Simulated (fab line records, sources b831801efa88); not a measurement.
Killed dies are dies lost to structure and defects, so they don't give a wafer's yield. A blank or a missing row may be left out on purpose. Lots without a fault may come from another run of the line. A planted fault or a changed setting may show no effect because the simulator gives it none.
fab line records | flow sky130
record lots=5 wafers=15 last_day=50
route steps=708 shown LDD_P@262 LDD_HVN@267 LDD_HVP@278 LDD_LDN@289 SPACER@304
lots that met no fault: from a run of the same line without faults
start_h: hours from the record's first day to the start of the lot's first wafer shown | wait_h: hours since the lot's step before | " the same as in the row above | L1.1+2: a row that stands for several wafers | - no value, or no start given | * or withheld: withheld | < > ~ a bound
route shown NAME@n: a module of which the file shows steps, and the number in the route of the first | usual: mean/standard deviation of fault-free wafers | same: alike in all rows | chamber/n: place in a boat | sites: the reading at each site | _std_site: their standard deviation | _edge_site: outer sites' mean less inner sites' | radius_mm: how far each site lies from the wafer's centre | mask NAME#n: copy n | behind: the tool/chamber that last shaped the wafer | hold: why the lot was held/for how many hours/how that ended | device: the transistor (n, p or np) that didn't switch | end of line: the same wafers' tests at the end of the route | a step without rows: its recipe alone | killed: dies lost to structure and defects at the first sort, not the wafer's yield | map: a wafer's dies, x killed, . not, _ none there
set.NAME: the setting as run; set.NAME@STEP: as run at that earlier step | model.NAME: the simulator's own value behind a step, which no gauge read
lots at some steps of the route; a table a step, a row a wafer
services: from which hour (start_h, from the record's first day; less than 0 if before it) a tool's chamber was out of use, for how many hours, and why
## steps
# step SKY_LDD_P_CD_MEAS_07
# recipe target_cd_nm=380
# usual cd_nm=379.8/2.4
# columns lot.wafer tool chamber start_h wait_h cd_nm
L078.1 cd_sem-01 - 480.30 0.1 378.0
L078.4 " - " " 377.0
L078.6 " - " " 377.4
L083.1 cd_sem-01 - 523.78 0.1 383.2
L083.4 " - " " 384.3
L083.5 " - " " 385.6
L095.2 cd_sem-01 - 615.22 0.1 382.0
L095.3 " - " " 379.2
L095.5 " - " " 384.1
L094.3 cd_sem-02 - 616.99 0.1 382.0
L094.4 " - " " 384.7
L094.6 " - " " 383.2
L097.1 cd_sem-01 - 633.95 0.1 381.7
L097.2 " - " " 379.6
L097.3 " - " " 381.0
# step SKY_LDD_P_OVL_MEAS_08
# usual LDD_P_OVL=1.4/1.4
# columns lot.wafer tool chamber start_h wait_h LDD_P_OVL[nm]
L078.1 overlay-02 - 480.42 0.1 0.7
L078.4 " - " " -0.2
L078.6 " - " " 0.1
L083.1 overlay-02 - 523.90 0.1 0.7
L083.4 " - " " 1.7
L083.5 " - " " 1.4
L095.2 overlay-01 - 615.32 0.1 3.0
L095.3 " - " " -0.1
L095.5 " - " " -1.1
L094.3 overlay-02 - 617.08 0.1 3.3
L094.4 " - " " 3.2
L094.6 " - " " 4.1
L097.1 overlay-02 - 634.07 0.1 1.2
L097.2 " - " " 1.5
L097.3 " - " " 0.8
# step SKY_LDD_P_IMPLANT_09
# recipe species=BF2 energy_kev=25 dose_cm2=1e+13 tilt_deg=withheld
# usual faraday_current_uA=56.3/1.1
# columns lot.wafer tool chamber start_h wait_h faraday_current_uA
L078.1 implanter-01 0 480.45 0.0 56.4
L078.4 " 0 " " 56.4
L078.6 " 0 " " 55.6
L083.1 implanter-01 0 523.93 0.0 57.1
L083.4 " 0 " " 55.6
L083.5 " 0 " " 54.2
L095.2 implanter-02 0 615.38 0.0 56.9
L095.3 " 0 " " 57.7
L095.5 " 0 " " 55.4
L094.3 implanter-02 0 617.15 0.1 55.9
L094.4 " 0 " " 56.8
L094.6 " 0 " " 55.8
L097.1 implanter-02 0 634.10 0.0 55.9
L097.2 " 0 " " 55.8
L097.3 " 0 " " 56.6
# step SKY_LDD_P_STRIP_10
# recipe chemistry=O2/N2 power_w=1400 pressure_mtorr=1500 platen_temp_c=withheld o2_flow_sccm=3000 n2_flow_sccm=300 overash_fraction=0.5
# usual drypump_motor_current_A=5.44/0.3 oes_product_au=0.715/0.0048 strip_time_to_endpoint_s=14.19/0.043
# columns lot.wafer tool chamber start_h wait_h drypump_motor_current_A oes_product_au rf_hours_counter_h strip_time_to_endpoint_s
L078.1 plasma_asher-04 1 480.60 0.1 5.61 0.715 31 14.25
L078.4 " 1 " " 5.59 0.713 - 14.23
L078.6 " 0 " " 5.65 0.724 - 14.25
L083.1 plasma_asher-03 1 524.08 0.1 5.24 0.712 69 14.17
L083.4 " 1 " " 5.24 0.716 - 14.19
L083.5 " 1 " " 5.26 0.722 - 14.23
L095.2 plasma_asher-03 0 615.50 0.1 4.87 0.714 78 14.08
L095.3 " 0 " " 4.86 0.710 - 14.13
L095.5 " 0 " " 4.88 0.712 - 14.14
L094.3 plasma_asher-02 0 617.29 0.1 5.72 0.707 - 14.15
L094.4 " 1 " " 5.50 0.714 - 14.18
L094.6 " 1 " " 5.54 0.720 - 14.16
L097.1 plasma_asher-03 1 634.25 0.1 5.22 0.713 80 14.15
L097.2 " 0 " " 4.88 0.717 80 14.09
L097.3 " 1 " " 5.24 0.719 - 14.08
# step SKY_LDD_P_TW_MEAS_11
# usual LDD_P_TW=628.6/2.6
# columns lot.wafer tool chamber start_h wait_h LDD_P_TW
L078.1 film_metro-01 - 480.70 0.1 632.7
L078.4 " - " " 629.4
L078.6 " - " " 630.7
L083.1 film_metro-03 - 524.18 0.1 625.6
L083.4 " - " " 625.0
L083.5 " - " " 627.9
L095.2 film_metro-03 - 615.61 0.1 629.6
L095.3 " - " " 628.0
L095.5 " - " " 626.5
L094.3 film_metro-03 - 617.37 0.1 623.1
L094.4 " - " " 626.5
L094.6 " - " " 626.4
L097.1 film_metro-04 - 634.35 0.1 631.6
L097.2 " - " " 629.6
L097.3 " - " " 626.7
# step SKY_LDD_HVN_DEHYDRATE_00
# recipe temp_c=200 time_s=60
# columns lot.wafer tool chamber start_h wait_h
L078.1+4+6 litho_track-01 0 496.20 15.5
L083.1+4+5 litho_track-01 0 539.05 14.9
L095.2+3+5 litho_track-04 0 629.95 14.3
L094.3+4+6 litho_track-01 0 631.45 14.1
L097.1+2+3 litho_track-02 0 648.04 13.7
# step SKY_LDD_HVN_HMDS_01
# recipe prime_time_s=60 prime_temp_c=120
# columns lot.wafer tool chamber start_h wait_h
L078.1+4+6 litho_track-01 0 496.35 0.1
L083.1+4+5 litho_track-01 0 539.20 0.1
L095.2+3+5 litho_track-04 0 630.10 0.1
L094.3+4+6 litho_track-01 0 631.60 0.1
L097.1+2+3 litho_track-02 0 648.19 0.1
# step SKY_LDD_HVN_COAT_02
# recipe resist=NOVOLAK spin_rpm=3000 resist_thk_nm=300
# columns lot.wafer tool chamber start_h wait_h
L078.1+4+6 litho_track-01 0 496.50 0.1
L083.1+4+5 litho_track-01 0 539.35 0.1
L095.2+3+5 litho_track-04 0 630.25 0.1
L094.3+4+6 litho_track-01 0 631.75 0.1
L097.1+2+3 litho_track-02 0 648.34 0.1
# step SKY_LDD_HVN_SOFTBAKE_03
# recipe temp_c=90 time_s=60 resist=NOVOLAK
# columns lot.wafer tool chamber start_h wait_h
L078.1+4+6 litho_track-01 0 496.65 0.1
L083.1+4+5 litho_track-01 0 539.50 0.1
L095.2+3+5 litho_track-04 0 630.40 0.1
L094.3+4+6 litho_track-01 0 631.90 0.1
L097.1+2+3 litho_track-02 0 648.49 0.1
# step SKY_LDD_HVN_EXPOSE_04
# recipe mask_id=HVNTM na=0.6 source_shape=conventional sigma_outer=0.6 polarization=unpolarized target_cd_nm=700 dose_mj=127
# columns lot.wafer tool chamber start_h wait_h mask
L078.1+4+6 iline_stepper-02 0 - - HVNTM#0
L083.1+4+5 iline_stepper-02 0 - - HVNTM#0
L095.2+3+5 iline_stepper-02 0 - - HVNTM#0
L094.3+4+6 iline_stepper-01 0 - - HVNTM#0
L097.1+2+3 iline_stepper-01 0 - - HVNTM#0
# step SKY_LDD_HVN_PEB_05
# recipe temp_c=withheld time_s=* resist=NOVOLAK
# columns lot.wafer tool chamber start_h wait_h
L078.1+4+6 litho_track-02 0 - -
L083.1+4+5 litho_track-01 0 - -
L095.2+3+5 litho_track-01 0 - -
L094.3+4+6 litho_track-04 0 - -
L097.1+2+3 litho_track-04 0 - -
# step SKY_LDD_HVN_DEVELOP_06
# recipe resist=NOVOLAK developer=TMAH develop_time_s=60 dev_temp_c=23
# columns lot.wafer tool chamber start_h wait_h
L078.1+4+6 litho_track-02 0 511.14 0.1
L083.1+4+5 litho_track-01 0 553.85 0.1
L095.2+3+5 litho_track-01 0 644.37 0.1
L094.3+4+6 litho_track-04 0 646.13 0.1
L097.1+2+3 litho_track-04 0 662.83 0.1
# step SKY_LDD_HVN_OVL_MEAS_07
# usual LDD_HVN_OVL=0.6/1.6
# columns lot.wafer tool chamber start_h wait_h LDD_HVN_OVL[nm]
L078.1 overlay-01 - 511.29 0.1 -2.6
L078.4 " - " " 1.1
L078.6 " - " " 0.1
L083.1 overlay-01 - 554.00 0.1 -1.6
L083.4 " - " " -1.9
L083.5 " - " " -2.4
L095.2 overlay-02 - 644.50 0.1 -0.4
L095.3 " - " " 0.7
L095.5 " - " " 0.9
L094.3 overlay-01 - 646.24 0.1 0.4
L094.4 " - " " 1.9
L094.6 " - " " 2.8
L097.1 overlay-02 - 662.98 0.1 2.3
L097.2 " - " " 0.7
L097.3 " - " " 2.3
# step SKY_LDD_HVN_IMPLANT_08
# recipe species=P energy_kev=60 dose_cm2=3e+13 tilt_deg=40
# usual faraday_current_uA=169/3.4
# columns lot.wafer tool chamber start_h wait_h faraday_current_uA
L078.1 implanter-04 0 511.33 0.0 166
L078.4 " 0 " " 166
L078.6 " 0 " " 170
L083.1 implanter-04 0 554.03 0.0 167
L083.4 " 0 " " 170
L083.5 " 0 " " 169
L095.2 implanter-02 0 644.56 0.0 168
L095.3 " 0 " " 164
L095.5 " 0 " " 173
L094.3 implanter-02 0 646.31 0.1 169
L094.4 " 0 " " 169
L094.6 " 0 " " 164
L097.1 implanter-01 0 663.01 0.0 172
L097.2 " 0 " " 174
L097.3 " 0 " " 165
# step SKY_LDD_HVN_STRIP_09
# recipe chemistry=O2/N2 power_w=1400 pressure_mtorr=1500 platen_temp_c=withheld o2_flow_sccm=3000 n2_flow_sccm=300 overash_fraction=0.5
# usual drypump_motor_current_A=5.71/0.16 oes_product_au=0.409/0.0046 strip_time_to_endpoint_s=4.137/0.015
# columns lot.wafer tool chamber start_h wait_h drypump_motor_current_A oes_product_au rf_hours_counter_h strip_time_to_endpoint_s
L078.1 plasma_asher-04 0 511.48 0.1 5.63 0.415 34 4.128
L078.4 " 0 " " 5.63 0.408 - 4.125
L078.6 " 0 " " 5.65 0.408 - 4.137
L083.1 plasma_asher-04 0 554.18 0.1 5.67 0.405 39 4.161
L083.4 " 1 " " 5.60 0.410 - 4.152
L083.5 " 0 " " 5.66 0.405 - 4.129
L095.2 plasma_asher-02 1 644.68 0.1 5.54 0.413 99 4.124
L095.3 " 0 " " 5.77 0.411 - 4.132
L095.5 " 0 " " 5.78 0.409 - 4.113
L094.3 plasma_asher-04 1 646.45 0.1 5.57 0.404 - 4.140
L094.4 " 0 " " 5.66 0.410 - 4.158
L094.6 " 0 " " 5.66 0.409 - 4.134
L097.1 plasma_asher-01 1 663.16 0.1 6.00 0.418 23 4.102
L097.2 " 0 " " 5.94 0.411 23 4.132
L097.3 " 0 " " 5.94 0.403 - 4.143
# step SKY_LDD_HVN_TW_MEAS_10
# usual LDD_HVN_TW=1424/6.6
# columns lot.wafer tool chamber start_h wait_h LDD_HVN_TW
L078.1 film_metro-04 - 511.58 0.1 1424
L078.4 " - " " 1429
L078.6 " - " " 1431
L083.1 film_metro-02 - 554.28 0.1 1422
L083.4 " - " " 1414
L083.5 " - " " 1423
L095.2 film_metro-02 - 644.79 0.1 1422
L095.3 " - " " 1426
L095.5 " - " " 1423
L094.3 film_metro-04 - 646.53 0.1 1413
L094.4 " - " " 1418
L094.6 " - " " 1418
L097.1 film_metro-01 - 663.26 0.1 1426
L097.2 " - " " 1432
L097.3 " - " " 1434
# step SKY_LDD_HVP_DEHYDRATE_00
# recipe temp_c=200 time_s=60
# columns lot.wafer tool chamber start_h wait_h
L078.1+4+6 litho_track-02 0 526.29 14.7
L083.1+4+5 litho_track-04 0 568.88 14.6
L095.2+3+5 litho_track-03 0 658.42 13.6
L094.3+4+6 litho_track-02 0 660.14 13.6
L097.1+2+3 litho_track-03 0 676.45 13.2
# step SKY_LDD_HVP_HMDS_01
# recipe prime_time_s=60 prime_temp_c=120
# columns lot.wafer tool chamber start_h wait_h
L078.1+4+6 litho_track-02 0 526.44 0.1
L083.1+4+5 litho_track-04 0 569.03 0.1
L095.2+3+5 litho_track-03 0 658.57 0.1
L094.3+4+6 litho_track-02 0 660.29 0.1
L097.1+2+3 litho_track-03 0 676.60 0.1
# step SKY_LDD_HVP_COAT_02
# recipe resist=NOVOLAK spin_rpm=3000 resist_thk_nm=300
# columns lot.wafer tool chamber start_h wait_h
L078.1+4+6 litho_track-02 0 526.59 0.1
L083.1+4+5 litho_track-04 0 569.18 0.1
L095.2+3+5 litho_track-03 0 658.72 0.1
L094.3+4+6 litho_track-02 0 660.44 0.1
L097.1+2+3 litho_track-03 0 676.75 0.1
# step SKY_LDD_HVP_SOFTBAKE_03
# recipe temp_c=90 time_s=60 resist=NOVOLAK
# columns lot.wafer tool chamber start_h wait_h
L078.1+4+6 litho_track-02 0 526.74 0.1
L083.1+4+5 litho_track-04 0 569.33 0.1
L095.2+3+5 litho_track-03 0 658.87 0.1
L094.3+4+6 litho_track-02 0 660.59 0.1
L097.1+2+3 litho_track-03 0 676.90 0.1
# step SKY_LDD_HVP_EXPOSE_04
# recipe mask_id=HVPTM na=0.6 source_shape=conventional sigma_outer=0.6 polarization=unpolarized target_cd_nm=700 dose_mj=86
# columns lot.wafer tool chamber start_h wait_h mask
L078.1+4+6 iline_stepper-01 0 - - HVPTM#0
L083.1+4+5 iline_stepper-02 0 - - HVPTM#0
L095.2+3+5 iline_stepper-01 0 - - HVPTM#0
L094.3+4+6 iline_stepper-01 0 - - HVPTM#0
L097.1+2+3 iline_stepper-02 0 - - HVPTM#0
# step SKY_LDD_HVP_PEB_05
# recipe temp_c=withheld time_s=* resist=NOVOLAK
# columns lot.wafer tool chamber start_h wait_h
L078.1+4+6 litho_track-03 0 - -
L083.1+4+5 litho_track-03 0 - -
L095.2+3+5 litho_track-02 0 - -
L094.3+4+6 litho_track-04 0 - -
L097.1+2+3 litho_track-04 0 - -
# step SKY_LDD_HVP_DEVELOP_06
# recipe resist=NOVOLAK developer=TMAH develop_time_s=60 dev_temp_c=23
# columns lot.wafer tool chamber start_h wait_h
L078.1+4+6 litho_track-03 0 541.65 0.1
L083.1+4+5 litho_track-03 0 583.50 0.1
L095.2+3+5 litho_track-02 0 672.42 0.1
L094.3+4+6 litho_track-04 0 674.08 0.1
L097.1+2+3 litho_track-04 0 691.18 0.1
# step SKY_LDD_HVP_OVL_MEAS_07
# usual LDD_HVP_OVL=0.3/1.9
# columns lot.wafer tool chamber start_h wait_h LDD_HVP_OVL[nm]
L078.1 overlay-02 - 541.80 0.1 1.8
L078.4 " - " " 0.1
L078.6 " - " " -0.1
L083.1 overlay-01 - 583.65 0.1 -0.1
L083.4 " - " " 1.8
L083.5 " - " " 1.2
L095.2 overlay-01 - 672.55 0.1 -3.5
L095.3 " - " " -2.8
L095.5 " - " " -3.4
L094.3 overlay-01 - 674.19 0.1 -0.2
L094.4 " - " " 0.8
L094.6 " - " " 2.1
L097.1 overlay-02 - 691.35 0.1 2.0
L097.2 " - " " 0.6
L097.3 " - " " 0.6
# step SKY_LDD_HVP_IMPLANT_08
# recipe species=B energy_kev=20 dose_cm2=1.7e+13 tilt_deg=17.9
# usual faraday_current_uA=95.9/1.9
# columns lot.wafer tool chamber start_h wait_h faraday_current_uA
L078.1 implanter-02 0 541.83 0.0 96.8
L078.4 " 0 " " 95.5
L078.6 " 0 " " 93.1
L083.1 implanter-02 0 583.68 0.0 96.3
L083.4 " 0 " " 96.8
L083.5 " 0 " " 96.0
L095.2 implanter-04 0 672.60 0.0 94.9
L095.3 " 0 " " 96.3
L095.5 " 0 " " 95.9
L094.3 implanter-04 0 674.26 0.1 96.4
L094.4 " 0 " " 94.4
L094.6 " 0 " " 94.6
L097.1 implanter-02 0 691.39 0.0 91.5
L097.2 " 0 " " 97.8
L097.3 " 0 " " 97.8
# step SKY_LDD_HVP_STRIP_09
# recipe chemistry=O2/N2 power_w=1400 pressure_mtorr=1500 platen_temp_c=withheld o2_flow_sccm=3000 n2_flow_sccm=300 overash_fraction=0.5
# usual drypump_motor_current_A=5.5/0.39 oes_product_au=0.408/0.0044 strip_time_to_endpoint_s=4.133/0.015
# columns lot.wafer tool chamber start_h wait_h drypump_motor_current_A oes_product_au rf_hours_counter_h strip_time_to_endpoint_s
L078.1 plasma_asher-01 0 541.98 0.1 5.9 0.420 11 4.124
L078.4 " 0 " " 5.9 0.421 - 4.120
L078.6 " 1 " " 6.0 0.412 - 4.136
L083.1 plasma_asher-03 1 583.83 0.1 5.3 0.410 75 4.130
L083.4 " 0 " " 4.9 0.410 - 4.136
L083.5 " 0 " " 4.9 0.409 - 4.123
L095.2 plasma_asher-01 0 672.73 0.1 5.9 0.405 24 4.135
L095.3 " 1 " " 6.0 0.403 - 4.113
L095.5 " 1 " " 6.0 0.399 - 4.117
L094.3 plasma_asher-02 0 674.40 0.1 5.8 0.409 - 4.128
L094.4 " 1 " " 5.5 0.410 - 4.109
L094.6 " 1 " " 5.5 0.406 - 4.128
L097.1 plasma_asher-03 0 691.54 0.1 4.9 0.410 86 4.151
L097.2 " 1 " " 5.2 0.414 86 4.121
L097.3 " 1 " " 5.2 0.411 - 4.141
# step SKY_LDD_HVP_TW_MEAS_10
# usual LDD_HVP_TW=451.8/2.3
# columns lot.wafer tool chamber start_h wait_h LDD_HVP_TW
L078.1 film_metro-03 - 542.08 0.1 452.7
L078.4 " - " " 450.9
L078.6 " - " " 454.6
L083.1 film_metro-03 - 583.93 0.1 451.2
L083.4 " - " " 451.9
L083.5 " - " " 452.7
L095.2 film_metro-03 - 672.84 0.1 445.8
L095.3 " - " " 449.3
L095.5 " - " " 451.4
L094.3 film_metro-04 - 674.48 0.1 454.2
L094.4 " - " " 454.9
L094.6 " - " " 454.9
L097.1 film_metro-04 - 691.64 0.1 458.7
L097.2 " - " " 456.0
L097.3 " - " " 456.1
# step SKY_LDD_LDN_DEHYDRATE_00
# recipe temp_c=200 time_s=60
# columns lot.wafer tool chamber start_h wait_h
L078.1+4+6 litho_track-02 0 556.34 14.2
L083.1+4+5 litho_track-01 0 598.80 14.9
L095.2+3+5 litho_track-01 0 686.87 14.0
L094.3+4+6 litho_track-01 0 688.40 13.9
L097.1+2+3 litho_track-03 0 704.85 13.2
# step SKY_LDD_LDN_HMDS_01
# recipe prime_time_s=60 prime_temp_c=120
# columns lot.wafer tool chamber start_h wait_h
L078.1+4+6 litho_track-02 0 556.49 0.1
L083.1+4+5 litho_track-01 0 598.95 0.1
L095.2+3+5 litho_track-01 0 687.02 0.1
L094.3+4+6 litho_track-01 0 688.55 0.1
L097.1+2+3 litho_track-03 0 705.00 0.1
# step SKY_LDD_LDN_COAT_02
# recipe resist=NOVOLAK spin_rpm=3000 resist_thk_nm=1140
# columns lot.wafer tool chamber start_h wait_h
L078.1+4+6 litho_track-02 0 556.64 0.1
L083.1+4+5 litho_track-01 0 599.10 0.1
L095.2+3+5 litho_track-01 0 687.17 0.1
L094.3+4+6 litho_track-01 0 688.70 0.1
L097.1+2+3 litho_track-03 0 705.15 0.1
# step SKY_LDD_LDN_SOFTBAKE_03
# recipe temp_c=90 time_s=60 resist=NOVOLAK
# columns lot.wafer tool chamber start_h wait_h
L078.1+4+6 litho_track-02 0 556.79 0.1
L083.1+4+5 litho_track-01 0 599.25 0.1
L095.2+3+5 litho_track-01 0 687.32 0.1
L094.3+4+6 litho_track-01 0 688.85 0.1
L097.1+2+3 litho_track-03 0 705.30 0.1
# step SKY_LDD_LDN_EXPOSE_04
# recipe mask_id=LDNTM na=0.6 source_shape=conventional sigma_outer=0.6 polarization=unpolarized target_cd_nm=700 dose_mj=140
# columns lot.wafer tool chamber start_h wait_h mask
L078.1+4+6 iline_stepper-02 0 - - LDNTM#0
L083.1+4+5 iline_stepper-02 0 - - LDNTM#0
L095.2+3+5 iline_stepper-02 0 - - LDNTM#0
L094.3+4+6 iline_stepper-02 0 - - LDNTM#0
L097.1+2+3 iline_stepper-02 0 - - LDNTM#0
# step SKY_LDD_LDN_PEB_05
# recipe temp_c=withheld time_s=* resist=NOVOLAK
# columns lot.wafer tool chamber start_h wait_h
L078.1+4+6 litho_track-01 0 - -
L083.1+4+5 litho_track-03 0 - -
L095.2+3+5 litho_track-01 0 - -
L094.3+4+6 litho_track-03 0 - -
L097.1+2+3 litho_track-02 0 - -
# step SKY_LDD_LDN_DEVELOP_06
# recipe resist=NOVOLAK developer=TMAH develop_time_s=60 dev_temp_c=23
# columns lot.wafer tool chamber start_h wait_h
L078.1+4+6 litho_track-01 0 571.05 0.1
L083.1+4+5 litho_track-03 0 613.40 0.1
L095.2+3+5 litho_track-01 0 701.17 0.1
L094.3+4+6 litho_track-03 0 702.60 0.1
L097.1+2+3 litho_track-02 0 719.34 0.1
# step SKY_LDD_LDN_OVL_MEAS_07
# usual LDD_LDN_OVL=0.7/1.6
# columns lot.wafer tool chamber start_h wait_h LDD_LDN_OVL[nm]
L078.1 overlay-02 - 571.20 0.1 -1.0
L078.4 " - " " 0.5
L078.6 " - " " 0.6
L083.1 overlay-02 - 613.55 0.1 -1.1
L083.4 " - " " -0.4
L083.5 " - " " 0.3
L095.2 overlay-02 - 701.30 0.1 -0.2
L095.3 " - " " 0.9
L095.5 " - " " 1.6
L094.3 overlay-01 - 702.71 0.1 -0.3
L094.4 " - " " -0.5
L094.6 " - " " 1.5
L097.1 overlay-01 - 719.49 0.1 -0.5
L097.2 " - " " -1.0
L097.3 " - " " -0.8
# step SKY_LDD_LDN_IMPLANT_08
# recipe species=As energy_kev=15 dose_cm2=1.25e+13 tilt_deg=withheld rotation_deg=23
# usual faraday_current_uA=70.5/1.4
# columns lot.wafer tool chamber start_h wait_h faraday_current_uA
L078.1 implanter-04 0 571.23 0.0 70.9
L078.4 " 0 " " 69.7
L078.6 " 0 " " 69.6
L083.1 implanter-04 0 613.58 0.0 68.7
L083.4 " 0 " " 69.1
L083.5 " 0 " " 73.2
L095.2 implanter-03 0 701.36 0.0 70.2
L095.3 " 0 " " 69.2
L095.5 " 0 " " 71.8
L094.3 implanter-03 0 702.78 0.1 69.9
L094.4 " 0 " " 70.9
L094.6 " 0 " " 70.2
L097.1 implanter-01 0 719.53 0.0 69.0
L097.2 " 0 " " 72.3
L097.3 " 0 " " 71.8
# step SKY_LDD_LDN_IMPLANT_09
# recipe species=As energy_kev=15 dose_cm2=1.25e+13 tilt_deg=withheld rotation_deg=113
# usual faraday_current_uA=70.5/1.3
# columns lot.wafer tool chamber start_h wait_h faraday_current_uA
L078.1 implanter-04 0 571.38 0.1 71.4
L078.4 " 0 " " 71.6
L078.6 " 0 " " 70.8
L083.1 implanter-04 0 613.73 0.1 70.9
L083.4 " 0 " " 71.7
L083.5 " 0 " " 70.2
L095.2 implanter-03 0 701.51 0.1 70.6
L095.3 " 0 " " 71.5
L095.5 " 0 " " 70.9
L094.3 implanter-03 0 702.93 0.1 70.2
L094.4 " 0 " " 68.4
L094.6 " 0 " " 70.3
L097.1 implanter-01 0 719.68 0.1 69.6
L097.2 " 0 " " 70.7
L097.3 " 0 " " 68.8
# step SKY_LDD_LDN_IMPLANT_10
# recipe species=As energy_kev=15 dose_cm2=1.25e+13 tilt_deg=withheld rotation_deg=203
# usual faraday_current_uA=70.5/1.4
# columns lot.wafer tool chamber start_h wait_h faraday_current_uA
L078.1 implanter-04 0 571.53 0.1 71.1
L078.4 " 0 " " 70.5
L078.6 " 0 " " 69.8
L083.1 implanter-04 0 613.88 0.1 68.7
L083.4 " 0 " " 69.5
L083.5 " 0 " " 69.3
L095.2 implanter-03 0 701.66 0.1 73.6
L095.3 " 0 " " 69.5
L095.5 " 0 " " 73.6
L094.3 implanter-03 0 703.08 0.1 69.9
L094.4 " 0 " " 71.3
L094.6 " 0 " " 69.3
L097.1 implanter-01 0 719.83 0.1 71.3
L097.2 " 0 " " 70.1
L097.3 " 0 " " 71.0
# step SKY_LDD_LDN_IMPLANT_11
# recipe species=As energy_kev=15 dose_cm2=1.25e+13 tilt_deg=withheld rotation_deg=293
# usual faraday_current_uA=70.6/1.4
# columns lot.wafer tool chamber start_h wait_h faraday_current_uA
L078.1 implanter-04 0 571.68 0.1 73.0
L078.4 " 0 " " 70.4
L078.6 " 0 " " 70.1
L083.1 implanter-04 0 614.03 0.1 68.3
L083.4 " 0 " " 68.8
L083.5 " 0 " " 70.3
L095.2 implanter-03 0 701.81 0.1 70.8
L095.3 " 0 " " 68.4
L095.5 " 0 " " 72.6
L094.3 implanter-03 0 703.23 0.1 73.6
L094.4 " 0 " " 68.5
L094.6 " 0 " " 71.3
L097.1 implanter-01 0 719.98 0.1 69.6
L097.2 " 0 " " 70.0
L097.3 " 0 " " 72.1
# step SKY_LDD_LDN_STRIP_12
# recipe chemistry=O2/N2 power_w=1400 pressure_mtorr=1500 platen_temp_c=withheld o2_flow_sccm=3000 n2_flow_sccm=300 overash_fraction=0.5
# usual drypump_motor_current_A=5.6/0.38 oes_product_au=0.716/0.0048 strip_time_to_endpoint_s=14.17/0.042
# columns lot.wafer tool chamber start_h wait_h drypump_motor_current_A oes_product_au rf_hours_counter_h strip_time_to_endpoint_s
L078.1 plasma_asher-01 1 571.83 0.1 6.0 0.712 14 14.15
L078.4 " 1 " " 5.9 0.719 - 14.11
L078.6 " 0 " " 5.9 0.718 - 14.15
L083.1 plasma_asher-03 1 614.18 0.1 5.2 0.719 78 14.22
L083.4 " 1 " " 5.2 0.713 - 14.16
L083.5 " 1 " " 5.2 0.715 - 14.17
L095.2 plasma_asher-04 1 701.93 0.1 5.6 0.712 52 14.18
L095.3 " 0 " " 5.7 0.711 - 14.20
L095.5 " 1 " " 5.6 0.724 - 14.18
L094.3 plasma_asher-03 0 703.37 0.1 4.9 0.715 - 14.13
L094.4 " 1 " " 5.2 0.720 - 14.15
L094.6 " 0 " " 4.9 0.720 - 14.19
L097.1 plasma_asher-04 1 720.13 0.1 5.6 0.714 53 14.18
L097.2 " 0 " " 5.7 0.713 53 14.14
L097.3 " 0 " " 5.7 0.705 - 14.17
# step SKY_LDD_LDN_TW_MEAS_13
# usual LDD_LDN_TW=1465/7.5
# columns lot.wafer tool chamber start_h wait_h LDD_LDN_TW
L078.1 film_metro-03 - 571.93 0.1 1466
L078.4 " - " " 1471
L078.6 " - " " 1468
L083.1 film_metro-02 - 614.28 0.1 1465
L083.4 " - " " 1464
L083.5 " - " " 1472
L095.2 film_metro-03 - 702.04 0.1 1482
L095.3 " - " " 1479
L095.5 " - " " 1483
L094.3 film_metro-03 - 703.45 0.1 1483
L094.4 " - " " 1481
L094.6 " - " " 1482
L097.1 film_metro-03 - 720.23 0.1 1467
L097.2 " - " " 1465
L097.3 " - " " 1462
# step SKY_LDD_LDN_CLEAN_14
# recipe chemistry=SC1/SC2 mix=1:4:20 temp_c=70 time_s=150 dry=n2_spin
# columns lot.wafer tool chamber start_h wait_h
L078.1+4+6 wet_bench-04 1 571.99 0.1
L083.1+4+5 wet_bench-03 1 614.34 0.1
L095.2+3+5 wet_bench-03 1 702.09 0.0
L094.3+4+6 wet_bench-04 1 703.49 0.0
L097.1+2+3 wet_bench-04 1 720.29 0.1
# step SKY_SPACER_CVD_00
# recipe material=Si3N4 precursor=DCS/NH3 target_thk_nm=43.1 temp_c=770 time_s=740 pressure_mtorr=250
# usual spike_tc_upper_C=769.7/1 zone_power_bottom_pct=19.7/1.3
# columns lot.wafer tool chamber start_h wait_h spike_tc_upper_C zone_power_bottom_pct
L078.1 lpcvd-02 1 574.23 2.2 769.9 21.6
L078.4 " 1 " " 768.1 21.3
L078.6 " 1 " " 767.9 21.6
L083.1 lpcvd-02 1 614.61 0.2 770.0 21.5
L083.4 " 1 " " 769.4 21.2
L083.5 " 1 " " 769.4 21.3
L095.2 lpcvd-02 0 703.00 0.9 767.9 18.5
L095.3 " 0 " " 771.2 18.7
L095.5 " 0 " " 770.0 19.1
L094.3 lpcvd-02 0 704.20 0.7 771.7 18.5
L094.4 " 0 " " 769.4 18.6
L094.6 " 0 " " 769.5 18.4
L097.1 lpcvd-02 0 720.34 0.0 770.2 18.3
L097.2 " 0 " " 769.7 18.5
L097.3 " 0 " " 769.1 19.0
# step SKY_SPACER_THK_MEAS_01
# recipe reads=Si3N4_of_SPACER_CVD_00
# usual SPACER_CVD_00_THK=43.1/0.35
# columns lot.wafer tool chamber start_h wait_h SPACER_CVD_00_THK[nm]
L078.1 film_metro-01 - 575.44 0.0 43.0
L078.4 " - " " 42.5
L078.6 " - " " 42.7
L083.1 film_metro-01 - 616.42 0.0 43.7
L083.4 " - " " 43.7
L083.5 " - " " 43.5
L095.2 film_metro-03 - 704.21 0.0 43.6
L095.3 " - " " 43.5
L095.5 " - " " 43.5
L094.3 film_metro-03 - 705.43 0.0 43.6
L094.4 " - " " 43.6
L094.6 " - " " 43.6
L097.1 film_metro-04 - 721.54 0.0 43.0
L097.2 " - " " 43.1
L097.3 " - " " 43.3
## services
# columns tool chamber start_h hours kind
plasma_asher-03 - 464.97 0.4 repair
iline_stepper-02 - 472.21 1.7 pm
iline_stepper-01 - 493.36 16.3 repair
implanter-01 - 503.76 3.5 pm
plasma_asher-03 - 504.78 2.8 pm
iline_stepper-01 - 542.27 1.7 pm
implanter-01 - 552.59 1.8 repair
implanter-01 - 558.82 4.0 repair
implanter-04 - 564.01 3.3 repair
implanter-01 - 581.63 4.5 repair
implanter-04 - 586.96 0.8 repair
implanter-02 - 610.09 4.1 repair
plasma_asher-04 - 624.79 3.3 repair
implanter-04 - 638.36 4.5 pm
implanter-03 - 643.36 3.8 pm
implanter-04 - 643.65 7.7 repair
implanter-03 - 658.52 13.7 repair
plasma_asher-03 - 670.78 7.8 repair
iline_stepper-02 - 682.37 4.4 pm
plasma_asher-04 - 684.90 11.5 repair
implanter-01 - 686.35 1.7 repair
implanter-02 - 687.66 1.7 pm
iline_stepper-02 - 690.39 1.7 pm
implanter-01 - 695.67 2.6 pm
## key
fault none
